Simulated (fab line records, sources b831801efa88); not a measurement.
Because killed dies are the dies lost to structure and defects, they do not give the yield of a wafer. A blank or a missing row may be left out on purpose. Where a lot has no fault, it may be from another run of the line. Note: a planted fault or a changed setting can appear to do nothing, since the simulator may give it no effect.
The same fault as seen by 2 desks    flow sky130    each desk holds nothing but its own numbers, with what lay behind them at the end

TOOL OWNER'S DESK, implanter-01
The tool's own readings at SKY_GATE_OXIDE_IMPLANT_11, given as means over the sampled wafers that have a number, one for each lot that went through this tool. Any lot whose mean is over 4 standard deviations away from the usual mean is out of limits and marked OUT; that distance is given in the brackets.
Columns: A = beam_on_s at SKY_GATE_OXIDE_IMPLANT_11, usual 9.99 s; B = faraday_current_uA at SKY_GATE_OXIDE_IMPLANT_11, usual 14.68
lot   first seen here  A      B
L130  day 14 03:24     10.00  14.71
L132  day 14 22:53     9.87   14.83
L134  day 15 10:39     10.01  14.64
L142  day 18 08:14     10.47  14.06
Result from this desk: across the 4 lots, nothing is out of limits.

METROLOGY DESK
What the gauges read, lot by lot, whatever tool the lot ran on: means of the sampled wafers that have a number. Any lot whose mean is over 4 standard deviations away from the usual mean is out of limits and marked OUT; that distance is given in the brackets.
Columns: A = VT_ADJUST_PCH_OVL at SKY_VT_ADJUST_PCH_OVL_MEAS_07, usual -0.2 nm; B = SONOS_ONO_OXIDATION_THK at SKY_SONOS_ONO_THK_MEAS_01, usual 2.59 nm; C = GATE_OXIDE_TW at SKY_GATE_OXIDE_TW_MEAS_14, usual 225.3
lot   first seen here  A     B     C
L130  day 10 15:40     0.0   2.56  227.2
L131  day 11 02:03     0.1   2.64  227.4
L132  day 11 12:12     1.1   2.70  222.5
L133  day 11 19:02     -1.0  2.58  225.1
L134  day 11 22:03     -0.0  2.57  226.5
L142  day 14 12:22     2.7   2.54  226.1
L148  day 16 01:58     -1.0  2.61  223.2
L149  day 16 11:07     -0.2  2.63  225.9
L150  day 16 21:47     -0.7  2.64  227.1
L151  day 17 05:09     0.2   2.54  225.0
L152  day 17 09:42     -1.6  2.64  224.4
L153  day 17 19:13     -3.1  2.57  227.4
Result from this desk: across the 12 lots, nothing is out of limits.

PUT TOGETHER
The desk of the tool owner found nothing out of limits.
The metrology desk saw nothing out of limits.

WHAT THE SIMULATOR PUT IN
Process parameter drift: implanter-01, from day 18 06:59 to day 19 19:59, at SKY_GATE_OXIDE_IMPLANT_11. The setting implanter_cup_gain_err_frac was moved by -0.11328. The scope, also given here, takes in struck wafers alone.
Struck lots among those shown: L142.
